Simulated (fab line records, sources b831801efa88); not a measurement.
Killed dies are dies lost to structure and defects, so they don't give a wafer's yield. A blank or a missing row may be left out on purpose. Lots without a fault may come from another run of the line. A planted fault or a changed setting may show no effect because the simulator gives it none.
A struck lot beside a sound one | flow sky130 | 17 steps out of a route of 708
Sound: wafers L398.1, L398.3, L398.5. Struck: wafer L404.4. (L404.1, L404.5 of the same lot were not struck and are left out.) The cause comes at the end.
At each step with rows: each side's tool, then ch and its chambers, then its first start. Under that, the readings that differ: sound wafers | struck wafers | difference of the means | sigmas: that difference in standard deviations of wafers without a fault.
alike: readings whose means differ by less than 2 such deviations, and words and numbers that are the same on both sides. not compared: withheld readings, readings that some wafer has no value for, bounds like >300 that may hide the same value, and numbers for which the record gives no deviation and whose values overlap.
The two part at a step that has a row with sigmas, a row that says differs or no value, or rows on one side only. Numbers that don't overlap but have no deviation are shown without sigmas and don't part them. A reading that every wafer of one side lacks parts them only if that side has two wafers or more.

first, 3 steps without rows for these wafers: SKY_LI_CONTACT_EXPOSE_09 (exposes mask LICM1, target cd 170 nm); SKY_LI_CONTACT_PEB_10; SKY_LI_CONTACT_DEVELOP_11 (develop time 60 s).
SKY_LI_CONTACT_CD_MEAS_12: target cd 170 nm.
  sound on cd_sem-02, day 31 10:50; struck on cd_sem-01, day 33 05:44
  alike: cd_nm
SKY_LI_CONTACT_OVL_MEAS_13:
  sound on overlay-01, day 31 10:57; struck on overlay-02, day 33 05:51
  reading             | sound  | struck | difference | sigmas
  LI_CONTACT_OVL (nm) | 4 6 12 | -6     | -13        | -2
SKY_LI_CONTACT_ETCH_14: etches BARC in N2/H2, stops on SiO2, time 45.9 s, target depth 60 nm.
  sound on rie_diel-01 ch 1,3, day 31 10:59; struck on rie_diel-02 ch 2, day 33 05:53
  alike: drypump_motor_current_A, oes_product_au, throttle_valve_pct
  not compared: rf_hours_counter_h
SKY_LI_CONTACT_ETCH_15: etches PSG in C4F8/O2/Ar, stops on Si, target depth 600 nm.
  sound on rie_diel-01 ch 1,3, day 31 11:01; struck on rie_diel-02 ch 2, day 33 05:56
  alike: oes_product_au
SKY_LI_CONTACT_STRIP_16: strips in O2/N2.
  sound on plasma_asher-01 ch 0,1, day 31 11:07; struck on plasma_asher-04 ch 0, day 33 06:01
  alike: drypump_motor_current_A, oes_product_au, strip_time_to_endpoint_s
  not compared: rf_hours_counter_h
then, 2 steps without rows for these wafers: SKY_LI_CONTACT_CLEAN_17 (cleans in NMP, time 600 s); SKY_LI_CONTACT_PRE_CLEAN_18 (time 5.6 s).
SKY_LI_CONTACT_SPUTTER_19: material Ti, target thk 20 nm, time 106.37 s.
  sound on pvd_sputter-03, day 31 11:24; struck on pvd_sputter-04, day 33 06:19
  alike: throttle_valve_pct
then, 1 step without rows for these wafers: SKY_LI_CONTACT_SPUTTER_20 (material TiN, target thk 20 nm, time 80 s).
SKY_LI_CONTACT_CVD_21: deposits W, target thk 400 nm, time 120.56 s.
  sound on cvd_w-02 ch 1, day 31 11:35; struck on cvd_w-02 ch 1, day 33 06:28
  reading                                  | sound             | struck | difference | sigmas
  chamber_pressure_Torr (Torr)             | 40.06 40.01 39.94 | 12.38  | -27.62     | -99 or more
  model.W_of_LI_CONTACT_CVD_21.thk_nm (nm) | 405.8 405.1 405.6 | 225.3  | -180.2     |
  alike: heater_power_w
SKY_LI_CONTACT_RS_MEAS_22: measures by four-point-probe.
  sound on film_metro-01, day 31 11:43; struck on film_metro-04, day 33 06:52
  reading                  | sound             | struck | difference | sigmas
  LI_CONTACT_W_RS (ohm/sq) | 0.281 0.281 0.280 | 0.507  | +0.226     | +58
  not compared: hold
SKY_LI_CONTACT_THK_MEAS_23: measures by xrf.
  sound on film_metro-01, day 31 11:50; struck on film_metro-04, day 33 08:40
  reading               | sound       | struck | difference | sigmas
  LI_CONTACT_W_THK (nm) | 394 389 390 | 220    | -171       | -27
  not compared: hold
SKY_LI_CONTACT_CMP_24: polishes, stops on PSG, t overpolish 20 s, target thk 0 nm.
  sound on cmp-02 ch 0,1,2, day 31 12:10; struck on cmp-01 ch 0, day 33 14:59
  reading                | sound    | struck                   | difference                   | sigmas
  hold                   | - - -    | await_dispo/6.2h/release | no value on the sound wafers |
  time_to_endpoint_s (s) | 98 95 91 | 55                       | -40                          | -9
  alike: edge_zone_pressure_frac, motor_current_A
SKY_LOCAL_INTERCONNECT_SPUTTER_00: material TiN, target thk 100 nm, time 83.3 s.
  sound on pvd_sputter-01, day 31 12:22; struck on pvd_sputter-01, day 33 15:14
  alike: throttle_valve_pct

WHERE THEY PART
First at SKY_LI_CONTACT_OVL_MEAS_13; last, within this record, at SKY_LI_CONTACT_CMP_24. Later steps at which nothing parts them and some readings are alike: SKY_LOCAL_INTERCONNECT_SPUTTER_00.

WHY: what the simulator had put in
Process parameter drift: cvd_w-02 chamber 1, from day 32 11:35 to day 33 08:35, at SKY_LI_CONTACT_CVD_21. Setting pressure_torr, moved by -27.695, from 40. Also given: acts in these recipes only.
